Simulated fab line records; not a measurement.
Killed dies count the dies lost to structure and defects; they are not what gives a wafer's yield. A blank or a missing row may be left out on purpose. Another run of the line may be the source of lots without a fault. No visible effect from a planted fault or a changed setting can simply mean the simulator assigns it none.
fab line records / flow sky130 / part 2 of 2: steps 27 to 39 of 39
[record] lots = 5 wafers = 15 last-day = 49
route steps=708 shown VIA4@652 METAL5@661 PASSIVATION@681
lots that met no fault: taken from a fault-free run of the same line
start-h: hours from the record's first day to the start of the lot's first wafer shown / wait-h: time in hours since the lot's previous step / " the same as in the row above / L1.1+2: a single row standing in for several wafers / - no value present, or no start provided / * or withheld: withheld / < > ~ a bound
route shown NAME@n: NAME is a module with steps in the file, n the number in the route of the first one / usual: mean/standard deviation taken from wafers without a fault / same: alike in all rows / chamber/n: place in a boat / sites: readings site by site / _std_site: their standard deviation / _edge_site: mean of outer sites minus mean of inner sites / radius-mm: how far each site lies from the wafer's centre / mask NAME#n: copy n / behind: tool/chamber where the wafer was last shaped / hold: cause of the lot's hold/its duration in hours/its outcome / device: the n, p or np transistor that did not switch / end of line: at the end of the route, the tests of the same wafers / a step with no rows: only its recipe / killed: dies that structure and defects cost at the first sort, which is not the same as the wafer's yield / map: a wafer's dies, marking killed ones x, the rest . and places with no die _
set.NAME: the setting that was run; set.NAME@STEP: the one run at that earlier step / model.NAME: the simulator's own value behind a step, which no gauge read
lots at some steps of the route; a table a step, a row a wafer
services: when a tool's chamber went out of use (start-h, in hours from the record's first day, below 0 if earlier), for how many hours, and the reason
[[steps]]
[step SKY_METAL5_STRIP_17]
[recipe] chemistry = post-etch-residue-remover time-s = 1200 temp-c = 72.5
lot.wafer=L076.1+2+4 tool=wet-bench-03 chamber=3 start-h=1041.90 wait-h=0.1
lot.wafer=L079.1+3+5 tool=wet-bench-01 chamber=2 start-h=1062.54 wait-h=0.1
lot.wafer=L084.1+3+4 tool=wet-bench-03 chamber=2 start-h=1094.04 wait-h=0.1
lot.wafer=L090.1+4+6 tool=wet-bench-01 chamber=3 start-h=1122.21 wait-h=0.1
lot.wafer=L095.1+2+6 tool=wet-bench-01 chamber=1 start-h=1150.66 wait-h=0.1
[step SKY_METAL5_CLEAN_18]
[recipe] chemistry = IPA time-s = 180 temp-c = 25
lot.wafer=L076.1+2+4 tool=wet-bench-01 chamber=1 start-h=1042.58 wait-h=0.0
lot.wafer=L079.1+3+5 tool=wet-bench-04 chamber=0 start-h=1062.91 wait-h=0.0
lot.wafer=L084.1+3+4 tool=wet-bench-03 chamber=2 start-h=1094.38 wait-h=0.0
lot.wafer=L090.1+4+6 tool=wet-bench-03 chamber=1 start-h=1122.55 wait-h=0.0
lot.wafer=L095.1+2+6 tool=wet-bench-04 chamber=3 start-h=1151.01 wait-h=0.0
[step SKY_METAL5_CLEAN_19]
[recipe] chemistry = O3/DIW dry = n2-spin
lot.wafer=L076.1+2+4 tool=wet-bench-04 chamber=3 start-h=1042.64 wait-h=0.0
lot.wafer=L079.1+3+5 tool=wet-bench-03 chamber=0 start-h=1062.97 wait-h=0.0
lot.wafer=L084.1+3+4 tool=wet-bench-01 chamber=1 start-h=1094.48 wait-h=0.0
lot.wafer=L090.1+4+6 tool=wet-bench-03 chamber=1 start-h=1122.61 wait-h=0.0
lot.wafer=L095.1+2+6 tool=wet-bench-03 chamber=1 start-h=1151.06 wait-h=0.0
[step SKY_PASSIVATION_CVD_00]
[recipe] material = SiO2 target-thk-nm = 90 temp-c = 400 time-s = withheld rf-w = 600
[usual] heater-power-w = 738/120 rf-fwd-power-W = 589/3.8
lot.wafer=L076.1 tool=pecvd-03 chamber=0 start-h=1042.73 wait-h=0.0 heater-power-w=658 rf-fwd-power-W=595
lot.wafer=L076.2 tool=pecvd-03 chamber=2 start-h=1042.73 wait-h=0.0 heater-power-w=780 rf-fwd-power-W=592
lot.wafer=L076.4 tool=pecvd-03 chamber=2 start-h=1042.73 wait-h=0.0 heater-power-w=608 rf-fwd-power-W=591
lot.wafer=L079.1 tool=pecvd-03 chamber=2 start-h=1063.06 wait-h=0.0 heater-power-w=771 rf-fwd-power-W=590
lot.wafer=L079.3 tool=pecvd-03 chamber=2 start-h=1063.06 wait-h=0.0 heater-power-w=613 rf-fwd-power-W=593
lot.wafer=L079.5 tool=pecvd-03 chamber=1 start-h=1063.06 wait-h=0.0 heater-power-w=823 rf-fwd-power-W=590
lot.wafer=L084.1 tool=pecvd-03 chamber=2 start-h=1094.57 wait-h=0.0 heater-power-w=719 rf-fwd-power-W=591
lot.wafer=L084.3 tool=pecvd-03 chamber=1 start-h=1094.57 wait-h=0.0 heater-power-w=845 rf-fwd-power-W=590
lot.wafer=L084.4 tool=pecvd-03 chamber=2 start-h=1094.57 wait-h=0.0 heater-power-w=703 rf-fwd-power-W=593
lot.wafer=L090.1 tool=pecvd-02 chamber=0 start-h=1122.70 wait-h=0.0 heater-power-w=581 rf-fwd-power-W=584
lot.wafer=L090.4 tool=pecvd-02 chamber=2 start-h=1122.70 wait-h=0.0 heater-power-w=649 rf-fwd-power-W=586
lot.wafer=L090.6 tool=pecvd-02 chamber=0 start-h=1122.70 wait-h=0.0 heater-power-w=587 rf-fwd-power-W=583
lot.wafer=L095.1 tool=pecvd-04 chamber=1 start-h=1151.16 wait-h=0.0 heater-power-w=703 rf-fwd-power-W=587
lot.wafer=L095.2 tool=pecvd-04 chamber=2 start-h=1151.16 wait-h=0.0 heater-power-w=902 rf-fwd-power-W=585
lot.wafer=L095.6 tool=pecvd-04 chamber=2 start-h=1151.16 wait-h=0.0 heater-power-w=929 rf-fwd-power-W=583
[step SKY_PASSIVATION_THK_MEAS_01]
[recipe] reads = SiO2_of_PASSIVATION_CVD_00
[usual] PASSIVATION_CVD_00_THK = 89.9/1.3
lot.wafer=L076.1 tool=film-metro-03 chamber=- start-h=1042.75 wait-h=- PASSIVATION_CVD_00_THK[nm]=88.9
lot.wafer=L076.2 tool=film-metro-03 chamber=- start-h=1042.75 wait-h=- PASSIVATION_CVD_00_THK[nm]=90.2
lot.wafer=L076.4 tool=film-metro-03 chamber=- start-h=1042.75 wait-h=- PASSIVATION_CVD_00_THK[nm]=91.7
lot.wafer=L079.1 tool=film-metro-03 chamber=- start-h=1063.09 wait-h=- PASSIVATION_CVD_00_THK[nm]=91.3
lot.wafer=L079.3 tool=film-metro-03 chamber=- start-h=1063.09 wait-h=- PASSIVATION_CVD_00_THK[nm]=93.3
lot.wafer=L079.5 tool=film-metro-03 chamber=- start-h=1063.09 wait-h=- PASSIVATION_CVD_00_THK[nm]=91.8
lot.wafer=L084.1 tool=film-metro-01 chamber=- start-h=1094.59 wait-h=- PASSIVATION_CVD_00_THK[nm]=91.1
lot.wafer=L084.3 tool=film-metro-01 chamber=- start-h=1094.59 wait-h=- PASSIVATION_CVD_00_THK[nm]=89.8
lot.wafer=L084.4 tool=film-metro-01 chamber=- start-h=1094.59 wait-h=- PASSIVATION_CVD_00_THK[nm]=93.1
lot.wafer=L090.1 tool=film-metro-03 chamber=- start-h=1122.72 wait-h=- PASSIVATION_CVD_00_THK[nm]=89.4
lot.wafer=L090.4 tool=film-metro-03 chamber=- start-h=1122.72 wait-h=- PASSIVATION_CVD_00_THK[nm]=88.1
lot.wafer=L090.6 tool=film-metro-03 chamber=- start-h=1122.72 wait-h=- PASSIVATION_CVD_00_THK[nm]=90.2
lot.wafer=L095.1 tool=film-metro-03 chamber=- start-h=1151.19 wait-h=- PASSIVATION_CVD_00_THK[nm]=90.2
lot.wafer=L095.2 tool=film-metro-03 chamber=- start-h=1151.19 wait-h=- PASSIVATION_CVD_00_THK[nm]=88.6
lot.wafer=L095.6 tool=film-metro-03 chamber=- start-h=1151.19 wait-h=- PASSIVATION_CVD_00_THK[nm]=89.5
[step SKY_PASSIVATION_CVD_02]
[recipe] material = Si3N4 target-thk-nm = 540 temp-c = 400 time-s = withheld rf-w = 450
[usual] heater-power-w = 774/120 rf-fwd-power-W = 449.6/1.3
lot.wafer=L076.1 tool=pecvd-04 chamber=2 start-h=1042.81 wait-h=0.1 heater-power-w=948 rf-fwd-power-W=449.8
lot.wafer=L076.2 tool=pecvd-04 chamber=1 start-h=1042.81 wait-h=0.1 heater-power-w=733 rf-fwd-power-W=449.0
lot.wafer=L076.4 tool=pecvd-04 chamber=0 start-h=1042.81 wait-h=0.1 heater-power-w=807 rf-fwd-power-W=447.5
lot.wafer=L079.1 tool=pecvd-02 chamber=0 start-h=1063.15 wait-h=0.1 heater-power-w=743 rf-fwd-power-W=449.6
lot.wafer=L079.3 tool=pecvd-02 chamber=1 start-h=1063.15 wait-h=0.1 heater-power-w=760 rf-fwd-power-W=449.4
lot.wafer=L079.5 tool=pecvd-02 chamber=2 start-h=1063.15 wait-h=0.1 heater-power-w=682 rf-fwd-power-W=449.1
lot.wafer=L084.1 tool=pecvd-02 chamber=0 start-h=1094.65 wait-h=0.1 heater-power-w=749 rf-fwd-power-W=449.1
lot.wafer=L084.3 tool=pecvd-02 chamber=2 start-h=1094.65 wait-h=0.1 heater-power-w=673 rf-fwd-power-W=450.3
lot.wafer=L084.4 tool=pecvd-02 chamber=1 start-h=1094.65 wait-h=0.1 heater-power-w=792 rf-fwd-power-W=448.4
lot.wafer=L090.1 tool=pecvd-04 chamber=1 start-h=1122.78 wait-h=0.1 heater-power-w=686 rf-fwd-power-W=449.2
lot.wafer=L090.4 tool=pecvd-04 chamber=2 start-h=1122.78 wait-h=0.1 heater-power-w=991 rf-fwd-power-W=447.5
lot.wafer=L090.6 tool=pecvd-04 chamber=1 start-h=1122.78 wait-h=0.1 heater-power-w=756 rf-fwd-power-W=448.7
lot.wafer=L095.1 tool=pecvd-02 chamber=2 start-h=1151.25 wait-h=0.1 heater-power-w=624 rf-fwd-power-W=450.3
lot.wafer=L095.2 tool=pecvd-02 chamber=0 start-h=1151.25 wait-h=0.1 heater-power-w=660 rf-fwd-power-W=450.0
lot.wafer=L095.6 tool=pecvd-02 chamber=0 start-h=1151.25 wait-h=0.1 heater-power-w=716 rf-fwd-power-W=449.3
[step SKY_PASSIVATION_THK_MEAS_03]
[recipe] reads = Si3N4_of_PASSIVATION_CVD_02
[usual] PASSIVATION_CVD_02_THK = 541/6.8
lot.wafer=L076.1 tool=film-metro-01 chamber=- start-h=1043.04 wait-h=- PASSIVATION_CVD_02_THK[nm]=536
lot.wafer=L076.2 tool=film-metro-01 chamber=- start-h=1043.04 wait-h=- PASSIVATION_CVD_02_THK[nm]=536
lot.wafer=L076.4 tool=film-metro-01 chamber=- start-h=1043.04 wait-h=- PASSIVATION_CVD_02_THK[nm]=543
lot.wafer=L079.1 tool=film-metro-03 chamber=- start-h=1063.38 wait-h=- PASSIVATION_CVD_02_THK[nm]=545
lot.wafer=L079.3 tool=film-metro-03 chamber=- start-h=1063.38 wait-h=- PASSIVATION_CVD_02_THK[nm]=546
lot.wafer=L079.5 tool=film-metro-03 chamber=- start-h=1063.38 wait-h=- PASSIVATION_CVD_02_THK[nm]=553
lot.wafer=L084.1 tool=film-metro-03 chamber=- start-h=1094.87 wait-h=- PASSIVATION_CVD_02_THK[nm]=536
lot.wafer=L084.3 tool=film-metro-03 chamber=- start-h=1094.87 wait-h=- PASSIVATION_CVD_02_THK[nm]=539
lot.wafer=L084.4 tool=film-metro-03 chamber=- start-h=1094.87 wait-h=- PASSIVATION_CVD_02_THK[nm]=550
lot.wafer=L090.1 tool=film-metro-04 chamber=- start-h=1123.12 wait-h=- PASSIVATION_CVD_02_THK[nm]=526
lot.wafer=L090.4 tool=film-metro-04 chamber=- start-h=1123.12 wait-h=- PASSIVATION_CVD_02_THK[nm]=536
lot.wafer=L090.6 tool=film-metro-04 chamber=- start-h=1123.12 wait-h=- PASSIVATION_CVD_02_THK[nm]=546
lot.wafer=L095.1 tool=film-metro-03 chamber=- start-h=1151.59 wait-h=- PASSIVATION_CVD_02_THK[nm]=541
lot.wafer=L095.2 tool=film-metro-03 chamber=- start-h=1151.59 wait-h=- PASSIVATION_CVD_02_THK[nm]=536
lot.wafer=L095.6 tool=film-metro-03 chamber=- start-h=1151.59 wait-h=- PASSIVATION_CVD_02_THK[nm]=536
[step SKY_PASSIVATION_DEHYDRATE_04]
[recipe] temp-c = 200 time-s = 60
lot.wafer=L076.1+2+4 tool=litho-track-02 chamber=0 start-h=1053.23 wait-h=10.2
lot.wafer=L079.1+3+5 tool=litho-track-02 chamber=0 start-h=1073.28 wait-h=9.9
lot.wafer=L084.1+3+4 tool=litho-track-02 chamber=0 start-h=1104.23 wait-h=9.3
lot.wafer=L090.1+4+6 tool=litho-track-01 chamber=0 start-h=1132.22 wait-h=9.1
lot.wafer=L095.1+2+6 tool=litho-track-01 chamber=0 start-h=1159.47 wait-h=7.9
[step SKY_PASSIVATION_HMDS_05]
[recipe] prime-time-s = 60 prime-temp-c = 120
lot.wafer=L076.1+2+4 tool=litho-track-02 chamber=0 start-h=1053.38 wait-h=0.1
lot.wafer=L079.1+3+5 tool=litho-track-02 chamber=0 start-h=1073.43 wait-h=0.1
lot.wafer=L084.1+3+4 tool=litho-track-02 chamber=0 start-h=1104.38 wait-h=0.1
lot.wafer=L090.1+4+6 tool=litho-track-01 chamber=0 start-h=1132.37 wait-h=0.1
lot.wafer=L095.1+2+6 tool=litho-track-01 chamber=0 start-h=1159.62 wait-h=0.1
[step SKY_PASSIVATION_COAT_06]
[recipe] spin-rpm = 2000 resist-thk-nm = 3000
lot.wafer=L076.1+2+4 tool=litho-track-02 chamber=0 start-h=1053.53 wait-h=0.1
lot.wafer=L079.1+3+5 tool=litho-track-02 chamber=0 start-h=1073.58 wait-h=0.1
lot.wafer=L084.1+3+4 tool=litho-track-02 chamber=0 start-h=1104.53 wait-h=0.1
lot.wafer=L090.1+4+6 tool=litho-track-01 chamber=0 start-h=1132.52 wait-h=0.1
lot.wafer=L095.1+2+6 tool=litho-track-01 chamber=0 start-h=1159.77 wait-h=0.1
[step SKY_PASSIVATION_SOFTBAKE_07]
[recipe] temp-c = 110 time-s = withheld
lot.wafer=L076.1+2+4 tool=litho-track-02 chamber=0 start-h=1053.68 wait-h=0.1
lot.wafer=L079.1+3+5 tool=litho-track-02 chamber=0 start-h=1073.73 wait-h=0.1
lot.wafer=L084.1+3+4 tool=litho-track-02 chamber=0 start-h=1104.68 wait-h=0.1
lot.wafer=L090.1+4+6 tool=litho-track-01 chamber=0 start-h=1132.67 wait-h=0.1
lot.wafer=L095.1+2+6 tool=litho-track-01 chamber=0 start-h=1159.92 wait-h=0.1
[step SKY_PASSIVATION_EXPOSE_08]
[recipe] mask-id = NSM target-cd-nm = 3000 na = 0.57 dose-mj = 260
[usual] focus-offset-nm = 0.0/0.58
[same] na = 0.57
lot.wafer=L076.1 tool=iline-stepper-02 chamber=0 start-h=- wait-h=- mask=NSM#0 focus-offset-nm=0.1
lot.wafer=L076.2 tool=iline-stepper-02 chamber=0 start-h=- wait-h=- mask=NSM#0 focus-offset-nm=-0.2
lot.wafer=L076.4 tool=iline-stepper-02 chamber=0 start-h=- wait-h=- mask=NSM#0 focus-offset-nm=0.4
lot.wafer=L079.1 tool=iline-stepper-01 chamber=0 start-h=- wait-h=- mask=NSM#0 focus-offset-nm=0.5
lot.wafer=L079.3 tool=iline-stepper-01 chamber=0 start-h=- wait-h=- mask=NSM#0 focus-offset-nm=-0.4
lot.wafer=L079.5 tool=iline-stepper-01 chamber=0 start-h=- wait-h=- mask=NSM#0 focus-offset-nm=0.1
lot.wafer=L084.1 tool=iline-stepper-01 chamber=0 start-h=- wait-h=- mask=NSM#0 focus-offset-nm=-0.4
lot.wafer=L084.3 tool=iline-stepper-01 chamber=0 start-h=- wait-h=- mask=NSM#0 focus-offset-nm=-1.0
lot.wafer=L084.4 tool=iline-stepper-01 chamber=0 start-h=- wait-h=- mask=NSM#0 focus-offset-nm=-0.2
lot.wafer=L090.1 tool=iline-stepper-01 chamber=0 start-h=- wait-h=- mask=NSM#0 focus-offset-nm=0.2
lot.wafer=L090.4 tool=iline-stepper-01 chamber=0 start-h=- wait-h=- mask=NSM#0 focus-offset-nm=0.4
lot.wafer=L090.6 tool=iline-stepper-01 chamber=0 start-h=- wait-h=- mask=NSM#0 focus-offset-nm=-0.6
lot.wafer=L095.1 tool=iline-stepper-02 chamber=0 start-h=- wait-h=- mask=NSM#0 focus-offset-nm=-0.1
lot.wafer=L095.2 tool=iline-stepper-02 chamber=0 start-h=- wait-h=- mask=NSM#0 focus-offset-nm=0.4
lot.wafer=L095.6 tool=iline-stepper-02 chamber=0 start-h=- wait-h=- mask=NSM#0 focus-offset-nm=-0.2
[step SKY_PASSIVATION_PEB_09]
[recipe] temp-c = 115 time-s = withheld
lot.wafer=L076.1+2+4 tool=litho-track-02 chamber=0 start-h=- wait-h=-
lot.wafer=L079.1+3+5 tool=litho-track-01 chamber=0 start-h=- wait-h=-
lot.wafer=L084.1+3+4 tool=litho-track-02 chamber=0 start-h=- wait-h=-
lot.wafer=L090.1+4+6 tool=litho-track-01 chamber=0 start-h=- wait-h=-
lot.wafer=L095.1+2+6 tool=litho-track-02 chamber=0 start-h=- wait-h=-
[[services]]
tool=pvd-sputter-01 chamber=- start-h=1004.63 hours=2.2 kind=repair
tool=rie-metal-04 chamber=- start-h=1011.08 hours=28.1 kind=pm
tool=wet-bench-02 chamber=- start-h=1011.60 hours=1.8 kind=repair
tool=pecvd-02 chamber=- start-h=1030.53 hours=1.8 kind=repair
tool=rie-metal-03 chamber=0 start-h=1035.58 hours=1.6 kind=repair
tool=rie-metal-03 chamber=- start-h=1047.75 hours=0.3 kind=repair
tool=iline-stepper-02 chamber=- start-h=1055.88 hours=3.7 kind=repair
tool=iline-stepper-01 chamber=- start-h=1065.33 hours=1.7 kind=pm
tool=iline-stepper-02 chamber=- start-h=1067.29 hours=4.2 kind=repair
tool=iline-stepper-02 chamber=- start-h=1089.92 hours=0.6 kind=repair
tool=rie-metal-03 chamber=- start-h=1097.80 hours=0.1 kind=repair
tool=rie-metal-04 chamber=- start-h=1098.79 hours=15.6 kind=pm
tool=rie-metal-04 chamber=1 start-h=1114.56 hours=15.5 kind=repair
tool=pvd-sputter-02 chamber=- start-h=1114.82 hours=9.0 kind=repair
tool=iline-stepper-02 chamber=- start-h=1118.69 hours=1.7 kind=pm
tool=pvd-sputter-01 chamber=- start-h=1129.68 hours=1.3 kind=repair
tool=pvd-sputter-03 chamber=- start-h=1133.18 hours=1.0 kind=repair
tool=pvd-sputter-03 chamber=- start-h=1140.63 hours=21.2 kind=repair
tool=pvd-sputter-01 chamber=- start-h=1145.62 hours=0.7 kind=repair
tool=rie-metal-03 chamber=0 start-h=1147.03 hours=13.5 kind=repair
tool=pecvd-02 chamber=1 start-h=1147.31 hours=6.1 kind=repair
tool=rie-metal-04 chamber=0 start-h=1150.20 hours=3.6 kind=repair
tool=wet-bench-03 chamber=- start-h=1162.82 hours=10.5 kind=repair
tool=rie-metal-04 chamber=0 start-h=1168.01 hours=21.3 kind=repair
